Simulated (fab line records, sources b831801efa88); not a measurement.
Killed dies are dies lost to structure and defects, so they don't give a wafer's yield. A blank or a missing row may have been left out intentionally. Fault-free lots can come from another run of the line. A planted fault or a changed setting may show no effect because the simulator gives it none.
Which tool is to blame? + flow gf180mcu + Sampling: 10 lots, 30 wafers, 6 of 602 route steps

## WHAT THE GAUGES READ, wafer by wafer
GF_V2_THK_MEAS_01.
| lot  | measured     | on            | V2_CVD_00_THK (nm) |
|------|--------------|---------------|--------------------|
| L419 | day 19 00:30 | film metro-03 | 617 612 621        |
| L422 | day 20 13:31 | film metro-04 | 612 600 620        |
| L423 | day 20 21:20 | film metro-03 | 614 609 608        |
| L425 | day 21 14:08 | film metro-03 | 597 609 612        |
| L428 | day 22 13:31 | film metro-03 | 610 609 608        |
| L430 | day 23 07:00 | film metro-02 | 613 610 612        |
| L431 | day 23 17:27 | film metro-04 | 603 609 601        |
| L432 | day 24 04:59 | film metro-03 | 613 615 621        |
| L437 | day 26 00:13 | film metro-04 | 608 605 612        |
| L442 | day 27 03:59 | film metro-03 | 619 620 619        |

GF_V2_RS_MEAS_24: the measuring method here is four-point-probe.
| lot  | measured     | on            | V2_W_RS (ohm/sq)  |
|------|--------------|---------------|-------------------|
| L419 | day 20 02:08 | film metro-04 | 0.327 0.329 0.332 |
| L422 | day 21 15:17 | film metro-03 | 0.334 0.324 0.337 |
| L423 | day 21 22:49 | film metro-04 | 0.325 0.324 0.332 |
| L425 | day 22 14:41 | film metro-02 | 0.325 0.317 0.314 |
| L428 | day 23 13:19 | film metro-02 | 0.321 0.324 0.331 |
| L430 | day 24 07:17 | film metro-03 | 0.324 0.326 0.327 |
| L431 | day 24 17:18 | film metro-04 | 0.324 0.437 0.435 |
| L432 | day 25 04:13 | film metro-04 | 0.434 0.324 0.326 |
| L437 | day 26 23:13 | film metro-03 | 0.318 0.319 0.315 |
| L442 | day 28 01:40 | film metro-02 | 0.319 0.327 0.314 |

GF_V2_THK_MEAS_25: measures by xrf.
| lot  | measured     | on            | V2_W_THK (nm) |
|------|--------------|---------------|---------------|
| L419 | day 20 02:16 | film metro-04 | 352 350 348   |
| L422 | day 21 15:24 | film metro-03 | 339 348 336   |
| L423 | day 21 22:56 | film metro-04 | 357 356 346   |
| L425 | day 22 14:47 | film metro-02 | 357 364 370   |
| L428 | day 23 13:26 | film metro-02 | 354 354 347   |
| L430 | day 24 07:25 | film metro-03 | 347 347 346   |
| L431 | day 24 17:25 | film metro-04 | 351 261 263   |
| L432 | day 25 04:19 | film metro-04 | 263 351 350   |
| L437 | day 26 23:19 | film metro-03 | 358 354 358   |
| L442 | day 28 01:47 | film metro-02 | 361 351 365   |

## WHAT TOOL EACH LOT RAN ON (gives the tool, then ch and the chambers of the sampled wafers, and finally the start)
| lot  | GF_M2_SPUTTER_03             | GF_M2_STRIP_17                       | GF_V2_CVD_23                  |
|------|------------------------------|--------------------------------------|-------------------------------|
| L419 | pvd sputter-01, day 17 23:50 | plasma asher-03 ch 0,1, day 18 23:54 | cvd w-01 ch 0, day 20 02:02   |
| L422 | pvd sputter-03, day 19 12:34 | plasma asher-03 ch 0,1, day 20 12:54 | cvd w-02 ch 0,1, day 21 15:10 |
| L423 | pvd sputter-01, day 19 20:09 | plasma asher-04 ch 0, day 20 20:42   | cvd w-01 ch 0,1, day 21 22:41 |
| L425 | pvd sputter-02, day 20 13:00 | plasma asher-03 ch 0,1, day 21 13:07 | cvd w-02 ch 0,1, day 22 14:35 |
| L428 | pvd sputter-02, day 21 13:52 | plasma asher-03 ch 0,1, day 22 12:54 | cvd w-01 ch 0,1, day 23 13:13 |
| L430 | pvd sputter-02, day 22 07:08 | plasma asher-01 ch 0,1, day 23 06:03 | cvd w-01 ch 0,1, day 24 07:11 |
| L431 | pvd sputter-02, day 22 17:22 | plasma asher-03 ch 0,1, day 23 16:49 | cvd w-01 ch 0,1, day 24 17:11 |
| L432 | pvd sputter-02, day 23 04:59 | plasma asher-01 ch 0,1, day 24 04:23 | cvd w-01 ch 0,1, day 25 04:06 |
| L437 | pvd sputter-01, day 25 01:53 | plasma asher-01 ch 0,1, day 25 23:36 | cvd w-02 ch 0, day 26 23:05   |
| L442 | pvd sputter-02, day 26 06:46 | plasma asher-04 ch 0,1, day 27 03:22 | cvd w-02 ch 0,1, day 28 01:33 |
- GF_M2_SPUTTER_03: material Ti, target thk 10 nm, time 6.7 s.
- GF_M2_STRIP_17: strips in O2/N2.
- GF_V2_CVD_23: deposits W, target thk 350 nm, time 104.94 s.

## AS READ BY THE TOOLS THEMSELVES (means over the sampled wafers that have a number; for cases with no such wafer, the mark the record gives instead)
GF_M2_SPUTTER_03.
| lot  | tool           | substrate temp c (C) | throttle valve pct (%) |
|------|----------------|----------------------|------------------------|
| L419 | pvd sputter-01 | 299.97               | 31.2                   |
| L422 | pvd sputter-03 | 300.00               | 30.4                   |
| L423 | pvd sputter-01 | 300.21               | 31.1                   |
| L425 | pvd sputter-02 | 300.00               | 30.1                   |
| L428 | pvd sputter-02 | 299.84               | 30.3                   |
| L430 | pvd sputter-02 | 300.02               | 30.0                   |
| L431 | pvd sputter-02 | 299.92               | 30.1                   |
| L432 | pvd sputter-02 | 300.01               | 30.2                   |
| L437 | pvd sputter-01 | 300.05               | 30.7                   |
| L442 | pvd sputter-02 | 299.90               | 30.0                   |

GF_M2_STRIP_17.
| lot  | tool            | drypump motor current A (A) | heater power w (W) | oes product au (a.u.) | strip time to endpoint s (s) |
|------|-----------------|-----------------------------|--------------------|-----------------------|------------------------------|
| L419 | plasma asher-03 | 5.8                         | 305                | 0.559                 | 7.86                         |
| L422 | plasma asher-03 | 5.6                         | 272                | 0.557                 | 7.88                         |
| L423 | plasma asher-04 | 5.5                         | 343                | 0.553                 | 7.83                         |
| L425 | plasma asher-03 | 5.9                         | 302                | 0.553                 | 7.84                         |
| L428 | plasma asher-03 | 5.6                         | 276                | 0.559                 | 7.82                         |
| L430 | plasma asher-01 | 5.2                         | 305                | 0.553                 | 7.81                         |
| L431 | plasma asher-03 | 5.6                         | 276                | 0.562                 | 7.88                         |
| L432 | plasma asher-01 | 5.2                         | 304                | 0.557                 | 7.85                         |
| L437 | plasma asher-01 | 5.2                         | 307                | 0.557                 | 7.83                         |
| L442 | plasma asher-04 | 5.6                         | 333                | 0.551                 | 7.81                         |

GF_V2_CVD_23.
| lot  | tool     | heater power w (W) |
|------|----------|--------------------|
| L419 | cvd w-01 | 727                |
| L422 | cvd w-02 | 756                |
| L423 | cvd w-01 | 764                |
| L425 | cvd w-02 | 819                |
| L428 | cvd w-01 | 773                |
| L430 | cvd w-01 | 764                |
| L431 | cvd w-01 | 813                |
| L432 | cvd w-01 | 762                |
| L437 | cvd w-02 | 899                |
| L442 | cvd w-02 | 834                |

## THE ANSWER, worked out from the rows above alone
Rule: usual is defined by the lots themselves. Put in order of their means at a reading, lots are off if they are a third of the lots or fewer, leave a main group of 4 or more, and stand apart from it by a gap of 3 or more times the standard deviation of the main group's means; of several such gaps the widest counts. A main group is skipped when, at the precision printed for the reading in the tables above, its means are all equal. Also off: a lot with no number at a reading for which 4 or more lots have one. All remaining lots with rows at the step are treated as sound. After the gauges, taken in route order, come the tools' own readings; for these a lot's mean is taken, as printed above. At the first step where some lot is off, the reading lying furthest off is the one used; lots without a number count as furthest.
Off: L431, L432, seen at GF_V2_RS_MEAS_24 (V2_W_RS). The main group: mean 0.324 ohm/sq, standard deviation 0.0049.
A tool fits if, at a process step before that reading, it ran every lot that is off, and no sound lot after the first of them. Those tools and the gauges at GF_V2_RS_MEAS_24 are tried in the same way. This does not decide it: 2 tools fit, namely cvd w-01 at GF_V2_CVD_23 and film metro-04 at GF_V2_RS_MEAS_24.

## WHAT WAS PUT IN BY THE SIMULATOR
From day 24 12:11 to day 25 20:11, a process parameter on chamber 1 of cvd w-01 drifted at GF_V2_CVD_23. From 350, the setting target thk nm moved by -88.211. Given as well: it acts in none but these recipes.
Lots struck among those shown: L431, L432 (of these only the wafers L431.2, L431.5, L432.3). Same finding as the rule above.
